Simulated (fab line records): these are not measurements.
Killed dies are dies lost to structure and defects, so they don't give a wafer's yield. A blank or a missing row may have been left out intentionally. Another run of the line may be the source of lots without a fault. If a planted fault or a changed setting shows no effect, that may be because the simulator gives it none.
Which tool did it? -- flow sky130 -- 14 lots with 42 wafers sampled at 3 steps, on a route of 708 steps

## WHAT THE GAUGES READ, wafer by wafer
The record lacks any reading of a measuring or inspecting step that a usual standard deviation could be used to judge.

## EACH LOT AND THE TOOL THAT RAN IT (in order: tool; ch and the chambers of the sampled wafers; start)
lot,SKY_CONTACT_ETCH_18,SKY_CONTACT_STRIP_19,SKY_PAD_OPEN_PROBE_99
L240,"rie_diel-02 ch 1,2, day 31 17:00","plasma_asher-03 ch 0,1, day 31 17:38",-
L241,"rie_diel-04 ch 0,1,2, day 31 22:00","plasma_asher-03 ch 0,1, day 31 22:41",-
L244,"rie_diel-03 ch 0,1,2, day 33 15:00","plasma_asher-04 ch 0,1, day 33 15:41",-
L247,"rie_diel-02 ch 2,3, day 34 16:00","plasma_asher-01 ch 0,1, day 34 16:41","prober-01, day 48 02:50"
L248,"rie_diel-04 ch 1,2,3, day 34 21:00","plasma_asher-01 ch 0,1, day 34 21:04","prober-02, day 48 06:17"
L251,"rie_diel-02 ch 0,3, day 35 14:00","plasma_asher-01 ch 0,1, day 35 14:06","prober-01, day 48 16:29"
L249,"rie_diel-03 ch 0,1,2, day 35 16:00","plasma_asher-04 ch 1, day 35 16:11",-
L254,"rie_diel-04 ch 0,1,2, day 36 12:00","plasma_asher-03 ch 0,1, day 36 12:08",-
L257,"rie_diel-02 ch 2,3, day 36 21:00","plasma_asher-01 ch 0,1, day 36 21:17",-
L258,"rie_diel-02 ch 0,1,3, day 37 07:00","plasma_asher-01 ch 0,1, day 37 07:18",-
L259,"rie_diel-03 ch 0,1,2, day 37 19:00","plasma_asher-04 ch 0,1, day 37 19:33",-
L260,"rie_diel-03 ch 0,1, day 38 13:00","plasma_asher-03 ch 0,1, day 38 13:09",-
L262,"rie_diel-02 ch 1,3, day 38 14:00","plasma_asher-04 ch 0,1, day 38 14:24",-
L263,"rie_diel-02 ch 0,1, day 38 23:00","plasma_asher-01 ch 0,1, day 38 23:19",-
- SKY_CONTACT_ETCH_18: etches Si3N4 in CHF3/O2, stops on TiN, time 39 s, target depth 75 nm.
- SKY_CONTACT_STRIP_19: strips in O2/N2.
- SKY_PAD_OPEN_PROBE_99

## WHAT THE TOOLS THEMSELVES READ (means of the sampled wafers that have a number; where no wafer has one, the mark that the record gives instead)
SKY_CONTACT_ETCH_18.
lot,tool,O2_flow_sccm (sccm),bias_w (W),drypump_motor_current_A (A),oes_product_au (a.u.),throttle_valve_pct (%)
L240,rie_diel-02,4.989,199.7,6.2,0.864,8.805
L241,rie_diel-04,5.013,199.8,5.8,0.858,8.788
L244,rie_diel-03,5.005,199.9,5.8,0.858,8.792
L247,rie_diel-02,-,-,-,-,-
L248,rie_diel-04,-,-,-,-,-
L251,rie_diel-02,-,-,-,-,-
L249,rie_diel-03,5.008,199.8,5.8,0.853,8.788
L254,rie_diel-04,5.004,200.5,5.8,0.848,8.794
L257,rie_diel-02,5.004,200.2,5.7,0.856,8.788
L258,rie_diel-02,5.003,199.5,5.7,0.854,8.787
L259,rie_diel-03,4.999,199.8,5.8,0.854,8.797
L260,rie_diel-03,5.005,200.2,5.6,0.855,8.798
L262,rie_diel-02,5.008,200.0,6.0,0.853,8.799
L263,rie_diel-02,5.010,200.1,5.9,0.843,8.789

SKY_CONTACT_STRIP_19.
lot,tool,drypump_motor_current_A (A),oes_product_au (a.u.),strip_time_to_endpoint_s (s)
L240,plasma_asher-03,5.9,0.383,3.64
L241,plasma_asher-03,5.7,0.374,3.58
L244,plasma_asher-04,5.7,0.379,3.62
L247,plasma_asher-01,5.6,0.415,4.51
L248,plasma_asher-01,5.6,0.416,4.50
L251,plasma_asher-01,5.8,0.418,4.47
L249,plasma_asher-04,5.2,0.376,3.60
L254,plasma_asher-03,5.7,0.378,3.59
L257,plasma_asher-01,5.8,0.378,3.60
L258,plasma_asher-01,5.8,0.388,3.62
L259,plasma_asher-04,5.7,0.378,3.59
L260,plasma_asher-03,5.8,0.379,3.61
L262,plasma_asher-04,5.4,0.381,3.62
L263,plasma_asher-01,5.8,0.384,3.63

SKY_PAD_OPEN_PROBE_99.
lot,tool,killed_at_M0_to_M3,killed_at_M4_up,killed_at_contacts,killed_at_front_end,killed_at_other,killed_dies,killed_on_rim,killed_open,killed_short
L247,prober-01,42,2.3,437,11,0.3,492,96,47,34
L248,prober-02,35,3.3,439,15,0.0,492,96,37,36
L251,prober-01,44,3.7,428,16,0.3,492,96,46,38

## THE ANSWER, worked out from the rows above alone
Rule: the lots themselves supply what counts as usual. Put in order of their means at a reading, lots are off if they are a third of the lots or fewer, leave a main group of 4 or more, and stand apart from it by a gap of 3 or more times the standard deviation of the main group's means; of several such gaps the widest counts. The tables above print the reading to a certain number of digits; a main group whose means all agree to those digits is not used. Also off: a lot with no number at a reading for which 4 or more lots have one. Any other lot the step has rows for is counted as sound. After the gauges, taken in route order, come the tools' own readings; for these a lot's mean is taken, as printed above. The first step at which some lot is off is used, and at that step the reading that is off furthest; a lot without a number counts as furthest.
Off: L247, L248, L251, at SKY_CONTACT_ETCH_18 (O2_flow_sccm). Without a number there: L247, L248, L251. The main group: mean 5.004 sccm, standard deviation 0.006.
A tool fits if, at that step or a process step before it, it ran every lot that is off, and no sound lot after the first of them. Not one of the candidates tried fits.

## WHAT THE SIMULATOR HAD PUT IN
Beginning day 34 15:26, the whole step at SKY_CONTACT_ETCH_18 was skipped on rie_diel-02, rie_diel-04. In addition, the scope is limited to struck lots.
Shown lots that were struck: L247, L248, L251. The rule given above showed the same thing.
